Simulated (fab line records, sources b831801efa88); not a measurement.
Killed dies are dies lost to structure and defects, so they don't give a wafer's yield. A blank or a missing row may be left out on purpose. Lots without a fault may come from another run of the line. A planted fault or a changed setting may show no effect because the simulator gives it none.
Chamber matching | flow gf180mcu | GF_V4_CMP_04 on cmp-01: 4 sister chambers
The step polishes SiO2. 4 wafers are shown with their chamber, then 12 later ones without.

WAFERS WITH THEIR CHAMBER
wafer  | chamber | motor_current_A (A)
L083.5 | 1       | 11.7
L089.1 | 3       | 11.5
L089.3 | 2       | 12.7
L089.4 | 0       | 10.8

WAFERS WITHOUT THEIR CHAMBER
wafer  | motor_current_A (A)
L090.4 | 12.1
L090.5 | 11.6
L090.6 | 13.2
L092.2 | 12.1
L092.3 | 12.5
L092.5 | 13.1
L095.1 | 12.9
L095.2 | 11.1
L095.3 | 12.3
L096.2 | 13.5
L096.3 | 11.4
L096.6 | 12.1

WHICH CHAMBER EACH WENT THROUGH
wafer  | from the rows above          | in truth
L090.4 | can't be placed: 1 or 2 or 3 | 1
L090.5 | can't be placed: 1 or 3 or 0 | 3
L090.6 | 2                            | 2
L092.2 | can't be placed: 1 or 2 or 3 | 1
L092.3 | can't be placed: 2 or 1      | 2
L092.5 | 2                            | 2
L095.1 | 2                            | 2
L095.2 | can't be placed: 0 or 3 or 1 | 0
L095.3 | can't be placed: 2 or 1 or 3 | 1
L096.2 | 2                            | 2
L096.3 | can't be placed: 3 or 1 or 0 | 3
L096.6 | can't be placed: 1 or 2 or 3 | 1
Placed correctly: 4 of 12. Can't be placed from these rows: 8 (the true chamber is among the candidates in 8). Placed wrongly: 0.
How it was worked out, from the rows above alone: a wafer's distance from a chamber is the root of the sum, over the readings, of the square of ((its reading less the chamber's mean) divided by the reading's scatter). The wafer belongs to the nearest chamber; if the next one is less than 2 further off, it can't be placed. A chamber's mean is the mean of its shown wafers. The scatter: with one shown wafer a chamber, the root of the mean of the squares of how far each hidden wafer lies from its nearest shown one.
